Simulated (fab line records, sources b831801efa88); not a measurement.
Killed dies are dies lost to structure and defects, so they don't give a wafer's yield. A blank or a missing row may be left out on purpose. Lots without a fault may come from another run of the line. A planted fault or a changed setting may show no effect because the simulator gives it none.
Chamber matching | flow gf180mcu | GF_V3_CMP_26 on cmp-01: 4 sister chambers
The step polishes, stops on SiO2, t overpolish 15 s, target thk 0 nm. 8 wafers are shown with their chamber, then 7 later ones without.

WAFERS WITH THEIR CHAMBER
wafer  | chamber | motor_current_A (A) | time_to_endpoint_s (s)
L255.5 | 2       | 11.0                | 82
L257.1 | 0       | 10.9                | 85
L257.6 | 3       | 11.3                | 80
L270.1 | 2       | 10.9                | 88
L270.3 | 3       | 11.1                | 83
L270.6 | 0       | 10.7                | 87
L271.3 | 1       | 11.5                | 79
L271.5 | 1       | 11.9                | 78

WAFERS WITHOUT THEIR CHAMBER
wafer  | motor_current_A (A) | time_to_endpoint_s (s)
L271.6 | 10.4                | 84
L273.2 | 11.3                | 82
L273.3 | 10.7                | 90
L273.4 | 11.0                | 82
L274.3 | 11.5                | 82
L274.5 | 10.7                | 87
L274.6 | 10.7                | 81

WHICH CHAMBER EACH WENT THROUGH
wafer  | from the rows above          | in truth
L271.6 | can't be placed: 0 or 2      | 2
L273.2 | can't be placed: 3 or 2      | 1
L273.3 | can't be placed: 0 or 2      | 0
L273.4 | can't be placed: 3 or 2 or 0 | 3
L274.3 | can't be placed: 3 or 1 or 2 | 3
L274.5 | can't be placed: 0 or 2      | 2
L274.6 | can't be placed: 0 or 2 or 3 | 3
Placed correctly: 0 of 7. Can't be placed from these rows: 7 (the true chamber is among the candidates in 6). Placed wrongly: 0.
How it was worked out, from the rows above alone: a wafer's distance from a chamber is the root of the sum, over the readings, of the square of ((its reading less the chamber's mean) divided by the reading's scatter). The wafer belongs to the nearest chamber; if the next one is less than 2 further off, it can't be placed. A chamber's mean is the mean of its shown wafers. The scatter: the root of (the sum of the squares of (reading less its chamber's mean) over the shown wafers, divided by (wafers less chambers)).
